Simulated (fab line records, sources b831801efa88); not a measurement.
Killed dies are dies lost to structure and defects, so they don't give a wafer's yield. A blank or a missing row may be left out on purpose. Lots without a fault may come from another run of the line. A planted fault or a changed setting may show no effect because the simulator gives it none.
A struck lot beside a sound one | flow gf180mcu | 35 steps out of a route of 602
Sound: wafers L237.1, L237.2, L237.5. Struck: wafer L239.5. (L239.2, L239.6 of the same lot were not struck and are left out.) The cause comes at the end.
At each step with rows: each side's tool, then ch and its chambers, then its first start. Under that, the readings that differ: sound wafers | struck wafers | difference of the means | sigmas: that difference in standard deviations of wafers without a fault.
alike: readings whose means differ by less than 2 such deviations, and words and numbers that are the same on both sides. not compared: withheld readings, readings that some wafer has no value for, bounds like >300 that may hide the same value, and numbers for which the record gives no deviation and whose values overlap.
The two part at a step that has a row with sigmas, a row that says differs or no value, or rows on one side only. Numbers that don't overlap but have no deviation are shown without sigmas and don't part them. A reading that every wafer of one side lacks parts them only if that side has two wafers or more.

first, 2 steps without rows for these wafers: GF_M4_PEB_12 (peb time 90 s); GF_M4_DEVELOP_13 (develop time 60 s).
GF_M4_CD_MEAS_14: target cd 280 nm.
  sound on cd_sem-02, day 24 10:11; struck on cd_sem-02, day 25 02:39
  alike: cd_nm
GF_M4_OVL_MEAS_15:
  sound on overlay-02, day 24 10:18; struck on overlay-01, day 25 02:46
  alike: M4_OVL
GF_M4_METAL_ETCH_16: etches the open film in Cl2/BCl3, stops on SiO2, target depth 750.8 nm, time 125.1 s.
  sound on rie_metal-01 ch 0, day 24 10:20; struck on rie_metal-04 ch 0, day 25 02:47
  alike: drypump_motor_current_A, oes_product_au, throttle_valve_pct
  not compared: rf_hours_counter_h
GF_M4_STRIP_17: strips in O2/N2.
  sound on plasma_asher-01 ch 0,1, day 24 10:36; struck on plasma_asher-03 ch 0, day 25 02:55
  reading                     | sound       | struck | difference | sigmas
  drypump_motor_current_A (A) | 5.0 5.2 4.9 | 6.1    | +1.1       | +2
  alike: heater_power_w, oes_product_au, strip_time_to_endpoint_s
  not compared: rf_hours_counter_h
then, 3 steps without rows for these wafers: GF_M4_STRIP_18 (strips in post etch residue remover, time 1200 s); GF_M4_CLEAN_19 (cleans in DIW); GF_V4_CVD_00 (deposits SiO2, target thk 600 nm, time 100 s).
GF_V4_THK_MEAS_01:
  sound on film_metro-03, day 24 11:12; struck on film_metro-03, day 25 03:32
  alike: V4_CVD_00_THK
GF_V4_CVD_02: deposits SiO2 from TEOS, target thk 850 nm, time 94.851 s.
  sound on pecvd-02 ch 0,2, day 24 11:16; struck on pecvd-02 ch 0, day 25 03:35
  alike: heater_power_w
GF_V4_THK_MEAS_03:
  sound on film_metro-02, day 24 11:20; struck on film_metro-02, day 25 03:40
  alike: V4_CVD_02_THK
GF_V4_CMP_04: polishes SiO2.
  sound on cmp-02 ch 0,3, day 24 11:23; struck on cmp-02 ch 1, day 25 04:11
  reading                             | sound         | struck | difference | sigmas
  time_to_endpoint_s (s)              | 72 68 79      | 53     | -20        | -3
  model.SiO2_of_V4_CVD_02.thk_nm (nm) | 635 631 633.4 | 695.2  | +62.1      |
  alike: motor_current_A
GF_V4_BOW_MEAS_05:
  sound on film_metro-03, day 24 11:41; struck on film_metro-01, day 25 04:44
  not compared: hold, V4_BOW
then, 7 steps without rows for these wafers: GF_V4_HMDS_07 (prime time 60 s); GF_V4_COAT_08; GF_V4_COAT_09 (resist thk 1000 nm); GF_V4_SOFTBAKE_10 (time 60 s); GF_V4_EXPOSE_11 (exposes mask Via4, target cd 260 nm); GF_V4_PEB_12 (peb time 90 s); GF_V4_DEVELOP_13 (develop time 60 s).
GF_V4_CD_MEAS_14: target cd 260 nm.
  sound on cd_sem-02, day 25 09:50; struck on cd_sem-02, day 26 02:27
  alike: cd_nm
GF_V4_OVL_MEAS_15:
  sound on overlay-02, day 25 09:57; struck on overlay-02, day 26 02:34
  alike: V4_OVL
GF_V4_ETCH_16: etches BARC in N2/H2.
  sound on rie_diel-04 ch 0,2,3, day 25 09:59; struck on rie_diel-04 ch 2, day 26 02:35
  alike: drypump_motor_current_A, oes_product_au, throttle_valve_pct
GF_V4_ETCH_17: etches SiO2 in C4F8/O2/Ar, stops on TiN, target depth 630 nm.
  sound on rie_diel-04 ch 0,2,3; struck on rie_diel-04 ch 2
  reading                        | sound             | struck | difference | sigmas
  oes_product_au (a.u.)          | 0.859 0.849 0.858 | 0.899  | +0.044     | +10
  model.etch.depth_nm (nm)       | 635 631 633.4     | 695.2  | +62.1      |
  model.V4.feature_depth_nm (nm) | 635 631 633.4     | 695.2  | +62.1      |
GF_V4_STRIP_18: strips in O2/N2.
  sound on plasma_asher-01 ch 0,1, day 25 10:07; struck on plasma_asher-02 ch 1, day 26 02:43
  alike: drypump_motor_current_A, heater_power_w, oes_product_au
  not compared: rf_hours_counter_h
then, 5 steps without rows for these wafers: GF_V4_STRIP_19 (strips in post etch residue remover, time 1200 s); GF_V4_CLEAN_20 (cleans in DIW); GF_V4_SPUTTER_21 (material Ti, target thk 15 nm, time 80.02 s); GF_V4_SPUTTER_22 (material TiN, target thk 10 nm, time 40 s); GF_V4_CVD_23 (deposits W, target thk 350 nm, time 104.9 s).
GF_V4_RS_MEAS_24: measures by four-point-probe.
  sound on film_metro-01, day 25 10:53; struck on film_metro-02, day 26 03:31
  alike: V4_W_RS
GF_V4_THK_MEAS_25: measures by xrf.
  sound on film_metro-01, day 25 11:01; struck on film_metro-02, day 26 03:37
  alike: V4_W_THK
GF_V4_CMP_26: polishes, stops on SiO2, t overpolish 15 s, target thk 0 nm.
  sound on cmp-02 ch 1,3, day 25 11:07; struck on cmp-02 ch 2, day 26 03:49
  reading                             | sound             | struck | difference | sigmas
  model.SiO2_of_V4_CVD_02.thk_nm (nm) | 631.2 627.2 629.6 | 691.4  | +62.1      |
  alike: motor_current_A
then, 1 step without rows for these wafers: GF_MIM_SPUTTER_00 (material Ti, target thk 37.5 nm, time 150 s).

WHERE THEY PART
First at GF_M4_STRIP_17; last, within this record, at GF_V4_ETCH_17. Later steps at which nothing parts them and some readings are alike: GF_V4_STRIP_18, GF_V4_RS_MEAS_24, GF_V4_THK_MEAS_25, GF_V4_CMP_26.

WHY: what the simulator had put in
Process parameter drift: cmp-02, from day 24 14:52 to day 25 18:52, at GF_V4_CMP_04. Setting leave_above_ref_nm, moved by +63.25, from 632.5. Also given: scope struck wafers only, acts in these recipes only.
